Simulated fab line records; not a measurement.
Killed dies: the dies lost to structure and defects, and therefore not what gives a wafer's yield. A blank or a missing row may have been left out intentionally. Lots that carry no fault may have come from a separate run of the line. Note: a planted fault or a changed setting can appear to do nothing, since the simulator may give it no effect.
fab line records	flow gf180mcu
[record] lots = 6	wafers = 18	last-day = 33
route steps=602 shown M1@327 V1@335 M2@362
lots with no fault: from the same line, run without faults
start-h: hours from the record's opening day to when the first of the lot's shown wafers began	wait-h: hours since the lot's step before	" same as the row above	L1.1+2: one row covering several wafers at once	- no value, or no start was given	* or withheld: withheld	< > ~ a bound
route shown NAME@n: NAME is a module with steps in the file, n the number in the route of the first one	usual: the fault-free wafers' mean and standard deviation	same: alike in all rows	chamber/n: place in a boat	sites: the reading at each site	_std_site: their standard deviation	_edge_site: inner sites' mean taken away from outer sites' mean	radius-mm: for every site, how far away it sits from the centre of the wafer	mask NAME#n: copy n	behind: the most recent tool/chamber to have shaped the wafer	hold: cause of the lot's hold/its duration in hours/its outcome	device: the n, p or np transistor that did not switch	end of line: the tests these same wafers got at the end of their route	a step given without rows: its recipe and nothing more	killed: count of dies lost to structure and defects at first sort (not the wafer's yield)	map: per-die view of a wafer (x killed, . not killed, _ where there is no die)
set.NAME: setting as actually run; set.NAME@STEP: the setting as run at that earlier step	model.NAME: the simulator's own value behind a step, which no gauge read
lots seen at some steps along the route; tables by step, rows by wafer
services: the hour from which a tool's chamber was out of use, counted from the record's first day as start-h (under 0 if before that day), plus the number of hours and why
[[steps]]
[step GF_M1_PEB_12]
[recipe] peb-temp-c = 135	peb-time-s = 90	resist = KrF
[step GF_M1_DEVELOP_13]
[recipe] develop-time-s = 60	dev-temp-c = 21
[step GF_M1_CD_MEAS_14]
[recipe] target-cd-nm = 230
[usual] cd-nm = 229.8/1.2
lot.wafer	tool	chamber	start-h	wait-h	cd-nm
L884.1	cd-sem-01	-	400.29	0.1	230.0
L884.4	"	-	"	"	229.4
L884.5	"	-	"	"	230.6
L885.1	cd-sem-01	-	412.64	0.1	229.6
L885.3	"	-	"	"	229.9
L885.5	"	-	"	"	229.7
L886.3	cd-sem-01	-	422.50	0.1	228.2
L886.4	"	-	"	"	229.2
L886.6	"	-	"	"	229.0
L897.1	cd-sem-02	-	514.99	0.1	229.1
L897.2	"	-	"	"	227.7
L897.6	"	-	"	"	229.1
L898.4	cd-sem-01	-	520.35	0.1	229.8
L898.5	"	-	"	"	229.2
L898.6	"	-	"	"	228.5
L899.1	cd-sem-01	-	534.09	0.1	230.3
L899.4	"	-	"	"	228.5
L899.6	"	-	"	"	228.7
[step GF_M1_OVL_MEAS_15]
[usual] M1_OVL = -4/5.9
lot.wafer	tool	chamber	start-h	wait-h	M1_OVL[nm]
L884.1	overlay-02	-	400.41	0.1	-7
L884.4	"	-	"	"	-8
L884.5	"	-	"	"	-2
L885.1	overlay-02	-	412.76	0.1	-4
L885.3	"	-	"	"	0
L885.5	"	-	"	"	0
L886.3	overlay-02	-	422.59	0.1	-1
L886.4	"	-	"	"	-7
L886.6	"	-	"	"	-7
L897.1	overlay-02	-	515.11	0.1	-2
L897.2	"	-	"	"	-4
L897.6	"	-	"	"	-1
L898.4	overlay-02	-	520.43	0.1	-7
L898.5	"	-	"	"	-7
L898.6	"	-	"	"	-7
L899.1	overlay-02	-	534.21	0.1	3
L899.4	"	-	"	"	7
L899.6	"	-	"	"	7
[step GF_M1_METAL_ETCH_16]
[recipe] chemistry = Cl2/BCl3	mask-material = KrF	target-depth-nm = 750.8	stop-on = SiO2	pressure-mtorr = 8	icp-w = 800	bias-w = 140	Cl2_flow_sccm = 80	bcl3-flow-sccm = 40	time-s = 125.1
[usual] bcl3-flow-sccm = 39.96/0.11	drypump-motor-current-A = 5.7/0.48	mfc-cl2-sccm = 80.04/0.26	oes-product-au = 0.987/0.0061	throttle-valve-pct = 28.232/0.0099
lot.wafer	tool	chamber	start-h	wait-h	bcl3-flow-sccm	drypump-motor-current-A	mfc-cl2-sccm	oes-product-au	rf-hours-counter-h	throttle-valve-pct
L884.1	rie-metal-01	1	400.44	0.0	40.18	5.2	80.19	0.978	10	28.245
L884.4	"	1	"	"	40.18	5.2	79.87	0.981	-	28.246
L884.5	"	0	"	"	39.99	5.6	79.90	0.987	-	28.230
L885.1	rie-metal-04	0	412.80	0.0	40.08	6.3	79.74	0.982	6	28.232
L885.3	"	1	"	"	39.86	5.4	79.59	1.000	-	28.216
L885.5	"	1	"	"	39.92	5.4	79.22	0.991	-	28.217
L886.3	rie-metal-04	1	422.66	0.1	40.22	5.4	80.13	0.990	-	28.224
L886.4	"	0	"	"	40.03	6.3	79.36	0.993	-	28.233
L886.6	"	1	"	"	40.12	5.4	80.02	0.991	-	28.218
L897.1	rie-metal-04	0	515.14	0.0	39.69	6.3	80.16	0.991	10	28.234
L897.2	"	0	"	"	39.77	6.3	80.25	0.986	-	28.229
L897.6	"	0	"	"	39.90	6.3	80.21	0.976	-	28.254
L898.4	rie-metal-01	1	520.58	0.1	40.26	5.2	80.10	0.980	-	28.236
L898.5	"	1	"	"	40.11	5.2	79.69	0.978	-	28.253
L898.6	"	1	"	"	39.97	5.2	80.20	0.991	-	28.230
L899.1	rie-metal-01	0	534.24	0.0	40.00	5.7	79.67	0.985	0	28.240
L899.4	"	1	"	"	39.95	5.2	80.12	0.979	-	28.240
L899.6	"	0	"	"	39.91	5.7	79.57	0.983	-	28.234
[step GF_M1_STRIP_17]
[recipe] chemistry = O2/N2	power-w = 1400	pressure-mtorr = 1500	platen-temp-c = 250	o2-flow-sccm = 3000	n2-flow-sccm = 300	overash-fraction = 0.5
[usual] drypump-motor-current-A = 6.1/0.43	heater-power-w = 335/17	oes-product-au = 0.539/0.0046	strip-time-to-endpoint-s = 7.41/0.04
lot.wafer	tool	chamber	start-h	wait-h	drypump-motor-current-A	heater-power-w	oes-product-au	rf-hours-counter-h	strip-time-to-endpoint-s
L884.1	plasma-asher-02	0	400.57	0.1	6.7	310	0.539	26	7.45
L884.4	"	0	"	"	6.8	325	0.547	-	7.47
L884.5	"	1	"	"	6.3	357	0.538	-	7.40
L885.1	plasma-asher-04	1	412.93	0.1	6.2	357	0.536	76	7.38
L885.3	"	0	"	"	5.5	340	0.536	-	7.33
L885.5	"	1	"	"	6.2	355	0.542	-	7.37
L886.3	plasma-asher-04	1	422.78	0.1	6.2	359	0.526	-	7.32
L886.4	"	0	"	"	5.5	344	0.543	-	7.38
L886.6	"	0	"	"	5.5	331	0.542	-	7.39
L897.1	plasma-asher-01	1	515.40	0.2	5.6	314	0.541	10	7.42
L897.2	"	0	"	"	6.4	322	0.540	10	7.38
L897.6	"	0	"	"	6.4	322	0.545	-	7.43
L898.4	plasma-asher-02	0	520.74	0.1	6.7	317	0.541	-	7.49
L898.5	"	0	"	"	6.7	319	0.540	-	7.47
L898.6	"	1	"	"	6.3	355	0.545	-	7.44
L899.1	plasma-asher-02	0	534.37	0.1	6.7	315	0.543	41	7.47
L899.4	"	0	"	"	6.7	313	0.551	-	7.49
L899.6	"	1	"	"	6.3	352	0.542	-	7.40
[step GF_M1_STRIP_18]
[recipe] chemistry = post-etch-residue-remover	time-s = 1200	temp-c = 72.5
[step GF_M1_CLEAN_19]
[recipe] chemistry = DIW	dry = n2-spin
[step GF_V1_CVD_00]
[recipe] material = SiO2	target-thk-nm = 600	sigma-open-frac = 0.3	temp-c = 400	time-s = 100	sih4-flow-sccm = 60	pressure-mtorr = 6
[step GF_V1_THK_MEAS_01]
[recipe] reads = SiO2_of_V1_CVD_00
[usual] V1_CVD_00_THK = 600/6.9
lot.wafer	tool	chamber	start-h	wait-h	V1_CVD_00_THK[nm]
L884.1	film-metro-01	-	401.18	0.0	597
L884.4	"	-	"	"	603
L884.5	"	-	"	"	596
L885.1	film-metro-03	-	413.62	0.0	611
L885.3	"	-	"	"	603
L885.5	"	-	"	"	601
L886.3	film-metro-01	-	423.37	0.1	594
L886.4	"	-	"	"	601
L886.6	"	-	"	"	599
L897.1	film-metro-01	-	516.01	0.0	609
L897.2	"	-	"	"	601
L897.6	"	-	"	"	605
L898.4	film-metro-03	-	521.34	0.0	615
L898.5	"	-	"	"	605
L898.6	"	-	"	"	596
L899.1	film-metro-03	-	535.01	0.0	606
L899.4	"	-	"	"	600
L899.6	"	-	"	"	597
[step GF_V1_CVD_02]
[recipe] material = SiO2	target-thk-nm = 850	precursor = TEOS	temp-c = 400	time-s = 94.851	rf-w = 600
[step GF_V1_THK_MEAS_03]
[recipe] reads = SiO2_of_V1_CVD_02
[usual] V1_CVD_02_THK = 848/13
lot.wafer	tool	chamber	start-h	wait-h	V1_CVD_02_THK[nm]
L884.1	film-metro-03	-	401.31	0.0	849
L884.4	"	-	"	"	861
L884.5	"	-	"	"	861
L885.1	film-metro-03	-	413.75	0.0	836
L885.3	"	-	"	"	844
L885.5	"	-	"	"	853
L886.3	film-metro-04	-	423.50	0.1	835
L886.4	"	-	"	"	855
L886.6	"	-	"	"	853
L897.1	film-metro-03	-	516.14	0.0	843
L897.2	"	-	"	"	832
L897.6	"	-	"	"	849
L898.4	film-metro-01	-	521.47	0.0	863
L898.5	"	-	"	"	868
L898.6	"	-	"	"	875
L899.1	film-metro-03	-	535.14	0.0	829
L899.4	"	-	"	"	855
L899.6	"	-	"	"	850
[step GF_V1_CMP_04]
[recipe] material = SiO2	down-force-psi = 4	platen-rpm = 60	pad-velocity-m-s = 0.94248
[usual] motor-current-A = 12.3/1.9	platen-rpm = 60.00/0.042	retaining-ring-pressure-frac = 1.000/0.005	time-to-endpoint-s = 78/6
lot.wafer	tool	chamber	start-h	wait-h	motor-current-A	platen-rpm	retaining-ring-pressure-frac	time-to-endpoint-s	model.SiO2_of_V1_CVD_02.thk-nm
L884.4	cmp-02	1	401.37	0.0	9.8	60.01	0.992	82	631.3
L884.1	"	2	"	"	14.1	59.94	0.998	81	633.1
L884.5	"	1	"	"	10.1	59.99	0.999	81	632.1
L885.1	cmp-01	2	413.86	0.1	10.5	60.00	1.013	78	633.8
L885.3	"	3	"	"	14.1	60.02	0.995	72	632.5
L885.5	"	1	"	"	15.5	60.05	1.004	79	632.9
L886.4	cmp-01	0	423.59	0.1	11.2	60.08	1.004	77	630.9
L886.3	"	2	"	"	10.8	60.05	1.001	74	632.1
L886.6	"	3	"	"	13.5	60.01	0.997	74	630.4
L897.2	cmp-02	1	516.30	0.1	9.0	59.97	1.001	70	632.3
L897.1	"	2	"	"	13.8	60.06	1.002	74	633.2
L897.6	"	0	"	"	11.4	60.01	1.003	74	632.1
L898.4	cmp-01	3	521.65	0.2	13.7	60.00	1.007	109	567.4
L898.6	"	0	"	"	11.4	59.93	0.993	88	632.6
L898.5	"	1	"	"	15.9	60.00	0.995	118	571.2
L899.4	cmp-01	3	535.20	0.0	14.5	60.06	0.996	102	567.6
L899.1	"	0	"	"	12.3	59.98	0.999	72	633.5
L899.6	"	0	"	"	11.8	60.07	1.003	80	631.6
[step GF_V1_BOW_MEAS_05]
[recipe] mode = bow
[usual] V1_BOW = 81/7.6
lot.wafer	tool	chamber	start-h	wait-h	V1_BOW[um]
L884.1	film-metro-01	-	401.67	0.2	80
L884.4	"	-	"	"	73
L884.5	"	-	"	"	100
L885.1	film-metro-01	-	414.11	0.2	86
L885.3	"	-	"	"	85
L885.5	"	-	"	"	88
L886.3	film-metro-04	-	423.88	0.1	87
L886.4	"	-	"	"	76
L886.6	"	-	"	"	78
L897.1	film-metro-03	-	516.50	0.1	76
L897.2	"	-	"	"	71
L897.6	"	-	"	"	94
L898.4	film-metro-03	-	521.86	0.2	87
L898.5	"	-	"	"	89
L898.6	"	-	"	"	79
L899.1	film-metro-01	-	535.50	0.2	75
L899.4	"	-	"	"	71
L899.6	"	-	"	"	84
[step GF_V1_DEHYDRATE_06]
[recipe] temp-c = 200	time-s = 60
[step GF_V1_HMDS_07]
[recipe] prime-time-s = 60	prime-temp-c = 120
[step GF_V1_COAT_08]
[recipe] resist = BARC	temp-c = withheld	time-s = withheld	spin-rpm = withheld	resist-thk-nm = withheld
[step GF_V1_COAT_09]
[recipe] resist = KrF	spin-rpm = withheld	resist-thk-nm = 1000
[step GF_V1_SOFTBAKE_10]
[recipe] temp-c = 130	time-s = 60	resist = KrF
[step GF_V1_EXPOSE_11]
[recipe] mask-id = Via1	target-cd-nm = 260	na = 0.68	source-shape = conventional	sigma-outer = 0.6	dose-mj = 38
[step GF_V1_PEB_12]
[recipe] peb-temp-c = 135	peb-time-s = 90	resist = KrF
[step GF_V1_DEVELOP_13]
[recipe] develop-time-s = 60	resist = KrF	dev-temp-c = 21
[step GF_V1_CD_MEAS_14]
[recipe] target-cd-nm = 260
[usual] cd-nm = 259.9/1.3
lot.wafer	tool	chamber	start-h	wait-h	cd-nm
L884.1	cd-sem-02	-	423.86	0.1	259.8
L884.4	"	-	"	"	259.8
L884.5	"	-	"	"	260.6
L885.1	cd-sem-02	-	437.99	0.1	260.2
L885.3	"	-	"	"	260.4
L885.5	"	-	"	"	259.8
L886.3	cd-sem-02	-	448.55	0.2	258.8
L886.4	"	-	"	"	259.0
L886.6	"	-	"	"	256.9
L897.1	cd-sem-01	-	539.51	0.1	258.5
L897.2	"	-	"	"	259.9
L897.6	"	-	"	"	258.7
L898.4	cd-sem-02	-	544.74	0.1	260.3
L898.5	"	-	"	"	261.8
L898.6	"	-	"	"	261.1
L899.1	cd-sem-01	-	557.78	0.1	262.7
L899.4	"	-	"	"	262.1
L899.6	"	-	"	"	262.1
[step GF_V1_OVL_MEAS_15]
[usual] V1_OVL = 4/4.9
lot.wafer	tool	chamber	start-h	wait-h	V1_OVL[nm]
L884.1	overlay-02	-	423.98	0.1	10
L884.4	"	-	"	"	6
L884.5	"	-	"	"	2
L885.1	overlay-02	-	438.11	0.1	9
L885.3	"	-	"	"	13
L885.5	"	-	"	"	12
L886.3	overlay-02	-	448.64	0.1	-3
L886.4	"	-	"	"	2
L886.6	"	-	"	"	0
L897.1	overlay-02	-	539.63	0.1	10
L897.2	"	-	"	"	9
L897.6	"	-	"	"	3
L898.4	overlay-01	-	544.82	0.1	4
L898.5	"	-	"	"	-2
L898.6	"	-	"	"	5
L899.1	overlay-01	-	557.90	0.1	1
L899.4	"	-	"	"	2
L899.6	"	-	"	"	2
[step GF_V1_ETCH_16]
[recipe] chemistry = N2/H2	target-depth-a = withheld	overetch-a = withheld	time-s = withheld	target = BARC	ion-energy-ev = 200	source-w = 500	bias-w = 100	pressure-mtorr = 30	n2-flow-sccm = 100	h2-flow-sccm = 200
[usual] drypump-motor-current-A = 5.9/0.44	oes-product-au = 0.854/0.0056	throttle-valve-pct = 13.225/0.0094
lot.wafer	tool	chamber	start-h	wait-h	drypump-motor-current-A	oes-product-au	throttle-valve-pct
L884.1	rie-diel-04	2	424.02	0.0	5.5	0.853	13.246
L884.4	"	1	"	"	5.9	0.855	13.223
L884.5	"	3	"	"	4.9	0.852	13.223
L885.1	rie-diel-03	1	438.14	0.0	6.2	0.841	13.211
L885.3	"	3	"	"	6.5	0.849	13.223
L885.5	"	1	"	"	6.2	0.850	13.222
L886.3	rie-diel-03	1	448.66	0.0	6.2	0.852	13.206
L886.4	"	3	"	"	6.5	0.860	13.230
L886.6	"	3	"	"	6.5	0.850	13.223
L897.1	rie-diel-02	3	539.67	0.0	5.9	0.858	13.224
L897.2	"	2	"	"	5.9	0.855	13.218
L897.6	"	0	"	"	5.9	0.862	13.238
L898.4	rie-diel-02	2	544.84	0.0	5.9	0.850	13.229
L898.5	"	0	"	"	5.9	0.860	13.230
L898.6	"	3	"	"	5.9	0.851	13.236
L899.1	rie-diel-02	2	557.94	0.0	5.9	0.866	13.223
L899.4	"	3	"	"	5.9	0.858	13.221
L899.6	"	1	"	"	6.7	0.871	13.219
[step GF_V1_ETCH_17]
[recipe] chemistry = C4F8/O2/Ar	mask-material = KrF	target = SiO2	stop-on = TiN	source-w = 1500	bias-w = 1200	pressure-mtorr = 40	c4f8-flow-sccm = withheld	O2_flow_sccm = 6	Ar_flow_sccm = 300	time-s = withheld	target-depth-a = 6300
[usual] oes-product-au = 0.856/0.0051
lot.wafer	tool	chamber	start-h	wait-h	oes-product-au	model.etch.depth-nm	model.V1.feature-depth-nm
L884.1	rie-diel-04	2	-	-	0.857	633.1	633.1
L884.4	"	1	"	"	0.864	631.3	631.3
L884.5	"	3	"	"	0.849	632.1	632.1
L885.1	rie-diel-03	1	-	-	0.852	633.8	633.8
L885.3	"	3	"	"	0.853	632.5	632.5
L885.5	"	1	"	"	0.856	632.9	632.9
L886.3	rie-diel-03	1	-	-	0.852	632.1	632.1
L886.4	"	3	"	"	0.860	630.9	630.9
L886.6	"	3	"	"	0.853	630.4	630.4
L897.1	rie-diel-02	3	-	-	0.848	633.2	633.2
L897.2	"	2	"	"	0.852	632.3	632.3
L897.6	"	0	"	"	0.859	632.1	632.1
L898.4	rie-diel-02	2	-	-	0.814	567.4	567.4
L898.5	"	0	"	"	0.822	571.2	571.2
L898.6	"	3	"	"	0.855	632.6	632.6
L899.1	rie-diel-02	2	-	-	0.859	633.5	633.5
L899.4	"	3	"	"	0.802	567.6	567.6
L899.6	"	1	"	"	0.853	631.6	631.6
[step GF_V1_STRIP_18]
[recipe] chemistry = O2/N2	power-w = 1400	pressure-mtorr = 1500	platen-temp-c = 250	o2-flow-sccm = 3000	n2-flow-sccm = 300	overash-fraction = 0.5
[step GF_V1_STRIP_19]
[recipe] chemistry = post-etch-residue-remover	time-s = 1200	temp-c = 72.5
[step GF_V1_CLEAN_20]
[recipe] chemistry = DIW	dry = n2-spin
[step GF_V1_SPUTTER_21]
[recipe] material = Ti	target-thk-nm = 15	chamber-pressure-pa = 5	power-w = 2500	substrate-temp-c = 200	time-s = 80.02
[step GF_V1_SPUTTER_22]
[recipe] material = TiN	target-thk-nm = 10	chamber-pressure-pa = 5	power-w = 4000	time-s = 40
[step GF_V1_CVD_23]
[recipe] material = W	target-thk-nm = 350	time-s = 105.05	temp-c = 400	pressure-torr = 40
[usual] chamber-pressure-Torr = 39.98/0.086	heater-power-w = 912/120
lot.wafer	tool	chamber	start-h	wait-h	chamber-pressure-Torr	heater-power-w
L884.1	cvd-w-01	1	424.78	0.0	39.95	852
L884.4	"	0	"	"	39.91	840
L884.5	"	1	"	"	39.94	869
L885.1	cvd-w-01	1	438.92	0.0	40.03	886
L885.3	"	1	"	"	40.00	841
L885.5	"	1	"	"	40.12	846
L886.3	cvd-w-02	1	449.49	0.1	40.08	837
L886.4	"	0	"	"	39.99	1120
L886.6	"	1	"	"	39.88	835
L897.1	cvd-w-02	0	540.43	0.0	40.02	1066
L897.2	"	1	"	"	39.90	847
L897.6	"	1	"	"	39.88	839
L898.4	cvd-w-02	0	545.67	0.1	39.87	1113
L898.5	"	1	"	"	39.76	831
L898.6	"	0	"	"	40.04	1108
L899.1	cvd-w-02	1	558.73	0.0	40.04	834
L899.4	"	0	"	"	39.96	1146
L899.6	"	1	"	"	39.98	844
[step GF_V1_RS_MEAS_24]
[recipe] thk-meas-gauge = four-point-probe	reads = W_of_V1_CVD_23+TiN_of_V1_SPUTTER_22+Ti_of_V1_SPUTTER_21
[usual] V1_W_RS = 0.328/0.0038
lot.wafer	tool	chamber	start-h	wait-h	V1_W_RS[ohm/sq]
L884.1	film-metro-03	-	424.89	0.1	0.335
L884.4	"	-	"	"	0.333
L884.5	"	-	"	"	0.333
L885.1	film-metro-01	-	439.04	0.1	0.328
L885.3	"	-	"	"	0.327
L885.5	"	-	"	"	0.329
L886.3	film-metro-03	-	449.61	0.1	0.328
L886.4	"	-	"	"	0.330
L886.6	"	-	"	"	0.325
L897.1	film-metro-04	-	540.54	0.1	0.326
L897.2	"	-	"	"	0.328
L897.6	"	-	"	"	0.323
L898.4	film-metro-04	-	545.81	0.1	0.323
L898.5	"	-	"	"	0.324
L898.6	"	-	"	"	0.325
L899.1	film-metro-04	-	558.85	0.1	0.323
L899.4	"	-	"	"	0.326
L899.6	"	-	"	"	0.326
[step GF_V1_THK_MEAS_25]
[recipe] thk-meas-gauge = xrf	reads = W_of_V1_CVD_23
[usual] V1_W_THK = 345/4.7
lot.wafer	tool	chamber	start-h	wait-h	V1_W_THK[nm]
L884.1	film-metro-03	-	425.01	0.1	333
L884.4	"	-	"	"	337
L884.5	"	-	"	"	339
L885.1	film-metro-01	-	439.16	0.1	343
L885.3	"	-	"	"	344
L885.5	"	-	"	"	342
L886.3	film-metro-03	-	449.71	0.1	343
L886.4	"	-	"	"	342
L886.6	"	-	"	"	346
L897.1	film-metro-04	-	540.66	0.1	349
L897.2	"	-	"	"	345
L897.6	"	-	"	"	352
L898.4	film-metro-04	-	545.90	0.1	352
L898.5	"	-	"	"	349
L898.6	"	-	"	"	347
L899.1	film-metro-04	-	558.97	0.1	350
L899.4	"	-	"	"	348
L899.6	"	-	"	"	346
[step GF_V1_CMP_26]
[recipe] stop-on = SiO2	down-force-psi = 3.5	platen-rpm = 60	t-overpolish-s = 15	target-thk-nm = 0	pad-velocity-m-s = 0.94248
[usual] motor-current-A = 11.3/1.8	platen-rpm = 60.00/0.044	retaining-ring-pressure-frac = 1.000/0.0048
lot.wafer	tool	chamber	start-h	wait-h	motor-current-A	platen-rpm	retaining-ring-pressure-frac	model.SiO2_of_V1_CVD_02.thk-nm
L884.4	cmp-01	2	425.12	0.1	9.7	59.94	1.004	627.5
L884.1	"	3	"	"	12.7	59.93	1.010	629.4
L884.5	"	2	"	"	9.8	59.99	1.008	628.3
L885.3	cmp-01	1	439.22	0.0	13.7	59.94	0.994	628.7
L885.1	"	2	"	"	9.7	59.96	0.996	630
L885.5	"	2	"	"	9.7	59.98	0.995	629.1
L886.3	cmp-02	0	449.75	0.0	10.3	60.01	0.997	628.4
L886.4	"	2	"	"	12.7	59.98	1.000	627.2
L886.6	"	0	"	"	10.1	59.97	0.993	626.6
L897.2	cmp-01	2	540.82	0.1	9.4	59.93	1.002	628.5
L897.1	"	3	"	"	13.0	59.97	1.002	629.4
L897.6	"	1	"	"	13.5	60.05	0.998	628.4
L898.4	cmp-01	2	546.08	0.2	9.3	59.95	0.996	563.7
L898.5	"	3	"	"	13.6	60.05	0.999	567.5
L898.6	"	0	"	"	10.8	59.88	0.996	628.9
L899.4	cmp-01	1	560.42	1.4	13.8	60.04	1.002	563.8
L899.1	"	2	"	"	9.4	60.03	1.003	629.7
L899.6	"	1	"	"	14.3	60.00	1.007	627.8
[step GF_M2_SPUTTER_00]
[recipe] material = Ti	target-thk-nm = 37.5	arriving-ion-energy-ev = 80	substrate-temp-c = 200	chamber-pressure-pa = 2	power-w = 4000	time-s = 150
[usual] throttle-valve-pct = 30.2/1
lot.wafer	tool	chamber	start-h	wait-h	throttle-valve-pct
L884.1	pvd-sputter-02	-	425.37	0.1	30.0
L884.4	"	-	"	"	29.7
L884.5	"	-	"	"	29.0
L885.1	pvd-sputter-02	-	439.52	0.2	29.0
L885.3	"	-	"	"	28.5
L885.5	"	-	"	"	29.8
L886.3	pvd-sputter-03	-	450.05	0.2	30.9
L886.4	"	-	"	"	30.2
L886.6	"	-	"	"	29.8
L897.1	pvd-sputter-03	-	541.02	0.1	29.8
L897.2	"	-	"	"	32.2
L897.6	"	-	"	"	31.0
L898.4	pvd-sputter-01	-	546.23	0.1	29.3
L898.5	"	-	"	"	30.7
L898.6	"	-	"	"	31.5
L899.1	pvd-sputter-02	-	560.67	0.1	29.9
L899.4	"	-	"	"	28.6
L899.6	"	-	"	"	29.1
[[services]]
tool	chamber	start-h	hours	kind
rie-diel-03	3	377.06	5.9	repair
rie-diel-04	3	384.56	1.7	repair
cvd-w-01	-	390.00	14.0	pm
rie-metal-01	-	393.12	1.4	pm
cmp-01	-	396.96	16.6	pm
cmp-02	-	404.00	4.0	pm
rie-diel-03	3	420.95	12.8	repair
cmp-02	-	424.57	1.8	repair
cmp-02	-	426.48	1.9	repair
plasma-asher-02	-	436.47	1.9	repair
cmp-01	-	439.90	1.7	repair
cmp-02	-	447.41	1.7	repair
cmp-01	-	469.59	11.5	repair
rie-metal-04	1	483.28	49.3	repair
cmp-02	-	507.74	8.4	pm
cvd-w-02	-	513.18	1.1	repair
rie-metal-04	-	515.40	1.4	pm
rie-diel-03	3	521.35	2.3	repair
cmp-01	-	536.46	2.4	repair
rie-diel-03	2	538.81	2.6	repair
cmp-01	-	541.42	2.0	repair
cmp-01	-	553.34	5.5	pm
rie-metal-04	1	555.29	29.8	repair
rie-metal-04	-	559.86	0.2	repair
[[key]]
[first-sign] step = GF_V1_CMP_04	reading = time-to-endpoint-s	direction = up	sigmas = 5.3	usual = *	struck = *
[effect] step = GF_V1_ETCH_17	reading = oes-product-au	direction = down	sigmas = 8.4	usual = 0.856	struck = 0.813
[model-effect] step = GF_V1_CMP_04	value = SiO2_of_V1_CVD_02.thk-nm	without = 632	struck = 568.8
[model-effect] step = GF_V1_ETCH_17	value = etch.depth-nm	without = 632	struck = 568.8
[model-effect] step = GF_V1_CMP_26	value = SiO2_of_V1_CVD_02.thk-nm	without = 628.2	struck = 565
met-at GF_V1_CMP_04
struck-wafers L898.4,L898.5,L899.4
onset-between 423.59 521.65
[fault] kind = process-parameter-drift	tool = cmp-01	chamber = -	onset-h = 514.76	steps = GF_V1_CMP_04	channel = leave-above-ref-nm	offset = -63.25	shape = step	end-h = 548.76	scope = struck-wafers-only	acts-in = these-recipes-only	stated = 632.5
